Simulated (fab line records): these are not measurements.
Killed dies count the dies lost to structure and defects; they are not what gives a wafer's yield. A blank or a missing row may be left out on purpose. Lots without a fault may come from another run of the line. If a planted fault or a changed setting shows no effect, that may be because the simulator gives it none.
One fault seen from 2 desks | flow gf180mcu | every desk sees just its own numbers, and what lay behind them comes last

== FOR THE TOOL OWNER'S DESK: implanter-03 ==
For each lot that ran on this tool, the mean over its sampled wafers that have a number, from the tool's own readings at GF_HV_LDD_IMPLANT_35. A lot is out of limits, marked OUT, if its mean lies more than 4 standard deviations from the usual mean; the brackets give that distance.
Columns: A = dose ions cm2 at GF_HV_LDD_IMPLANT_35, usual 7.504e+12; B = faraday current uA at GF_HV_LDD_IMPLANT_35, usual 42.4
lot  | first seen here | A                           | B
L444 | day 11 11:55    | 7.504e+12                   | 43.0
L446 | day 12 00:48    | 7.508e+12                   | 42.9
L447 | day 12 10:04    | 7.498e+12                   | 42.6
L454 | day 14 20:35    | 7.503e+12                   | 42.1
L455 | day 15 05:21    | 7.499e+12                   | 42.4
L456 | day 15 10:52    | 7.505e+12                   | 42.1
L458 | day 16 02:40    | 7.506e+12                   | 41.3
L463 | day 17 17:31    | 9.292e+12 (+99 or more) OUT | 53.4 (+12) OUT
L465 | day 18 09:09    | 9.284e+12 (+99 or more) OUT | 52.0 (+11) OUT
L466 | day 18 14:35    | 9.297e+12 (+99 or more) OUT | 52.2 (+11) OUT
This desk finds L463, L465, L466 out of limits, L463 being first, at day 17 17:31 (dose ions cm2 at GF_HV_LDD_IMPLANT_35). L444, L446, L447, L454, L455, L456, L458 stayed within limits.

== THE METROLOGY DESK ==
Lot by lot, what the gauges showed, no matter which tool ran the lot: averages of those sampled wafers that carry a number. A lot is out of limits, marked OUT, if its mean lies more than 4 standard deviations from the usual mean; the brackets give that distance.
Columns: A = HV_LDD_3_TW at GF_HV_LDD_TW_MEAS_38, usual 1434; B = HV_LDD_RS at GF_HV_LDD_RS_MEAS_53, usual 418.1 ohm/sq; C = PSD_RS at GF_PSD_RS_MEAS_15, usual 108.56 ohm/sq; D = V1_CVD_00_THK at GF_V1_THK_MEAS_01, usual 598 nm
lot  | first seen here | A               | B                | C      | D
L444 | day 11 12:17    | 1422            | 416.6            | 108.29 | 603
L446 | day 12 01:12    | 1434            | 417.6            | 108.30 | 592
L447 | day 12 10:28    | 1431            | 417.6            | 108.44 | 599
L448 | day 12 22:19    | 1427            | 418.5            | 108.50 | 601
L449 | day 13 08:49    | 1426            | 417.6            | 108.20 | 601
L454 | day 14 20:58    | 1434            | 418.6            | 108.34 | 593
L455 | day 15 05:45    | 1437            | 419.3            | 108.82 | 602
L456 | day 15 11:16    | 1439            | 417.6            | 108.69 | 598
L458 | day 16 03:04    | 1439            | 417.6            | 108.66 | 592
L463 | day 17 18:00    | 1473 (+4.0) OUT | 413.4 (-4.7) OUT | 108.54 | 604
L464 | day 18 02:10    | 1424            | 416.8            | 108.78 | 593
L465 | day 18 09:33    | 1472            | 413.4 (-4.7) OUT | 108.51 | 600
L466 | day 18 15:00    | 1474 (+4.2) OUT | 414.5            | 108.28 | 597
This desk reports L463, L465, L466 out of limits; the earliest was L463 at day 17 18:00 (HV_LDD_3_TW at GF_HV_LDD_TW_MEAS_38). L444, L446, L447, L448, L449, L454, L455, L456, L458, L464 stayed within limits.

== TAKEN TOGETHER ==
At day 17 17:31, on L463, L465, L466, the tool owner's desk was in a position to raise an alarm.
L463, L465, L466 would have let the metrology desk raise an alarm at day 17 18:00.
The lots listed all ran GF_HV_LDD_IMPLANT_35 on implanter-03.

== WHAT THE SIMULATOR HAD PUT IN ==
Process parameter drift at GF_HV_LDD_IMPLANT_35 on implanter-03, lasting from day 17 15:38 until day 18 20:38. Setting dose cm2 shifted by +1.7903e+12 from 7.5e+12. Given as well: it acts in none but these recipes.
Struck lots among those shown: L463, L465, L466.
Time in hours from fault onset to the first out-of-limits reading at each desk: tool owner's desk 2, metrology desk 2.
